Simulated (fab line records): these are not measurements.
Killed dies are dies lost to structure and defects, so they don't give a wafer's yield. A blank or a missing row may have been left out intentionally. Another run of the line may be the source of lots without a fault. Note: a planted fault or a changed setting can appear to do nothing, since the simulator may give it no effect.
Matching of chambers -- flow sky130 -- SKY_VIA3_ETCH_15 on rieDiel-02: 4 sister chambers
The step etches SiO2 in C4F8/O2/Ar, stops on TiN, target depth 507 nm, time 78 s. 18 wafers are shown with their chamber, then 9 later ones without.

== WAFERS PAIRED WITH THEIR CHAMBERS ==
wafer,chamber,oesProductAu (a.u.)
L077.4,2,0.954
L077.5,2,0.936
L077.6,0,0.945
L080.1,0,0.951
L080.2,2,0.950
L080.6,3,0.952
L081.1,3,0.938
L081.2,0,0.942
L081.3,2,0.945
L081.4,2,0.946
L081.5,0,0.938
L081.6,3,0.947
L084.1,3,0.947
L084.5,2,0.951
L084.6,1,0.949
L085.1,1,0.944
L085.2,0,0.951
L085.3,2,0.953

SIGNATURES (averages over the wafers above)
reading,chamber 0,chamber 1,chamber 2,chamber 3,scatter within a chamber
oesProductAu,0.94540,0.94650,0.94786,0.94600,0.00582
Rule: for each reading, subtract the chamber's mean from the wafer's reading, divide by that reading's scatter and square the result; add these up over the readings and take the root, which gives the wafer's distance from the chamber. If the next closest chamber is less than 2 further off than the closest, the wafer can't be placed; otherwise it belongs to the closest. The scatter: the root of (the sum of the squares of (reading less its chamber's mean) over the shown wafers, divided by (wafers less chambers)).

== WAFERS MISSING THEIR CHAMBER ==
wafer,oesProductAu (a.u.)
L088.4,0.947
L088.5,0.941
L088.6,0.949
L090.1,0.946
L090.4,0.948
L090.6,0.942
L091.2,0.953
L091.5,0.957
L091.6,0.950

== WHICH CHAMBER EACH WENT THROUGH ==
wafer,from the rows above,in truth
L088.4,can't be placed: 1 or 2 or 3 or 0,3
L088.5,can't be placed: 0 or 3 or 1 or 2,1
L088.6,can't be placed: 2 or 1 or 3 or 0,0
L090.1,can't be placed: 3 or 1 or 0 or 2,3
L090.4,can't be placed: 2 or 1 or 3 or 0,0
L090.6,can't be placed: 0 or 3 or 1 or 2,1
L091.2,can't be placed: 2 or 1 or 3 or 0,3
L091.5,can't be placed: 2 or 1 or 3 or 0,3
L091.6,can't be placed: 2 or 1 or 3 or 0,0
0 of 9 placed correctly. From these rows, 9 cannot be placed; in 9 the true chamber is one of the candidates. Placed wrongly: 0.
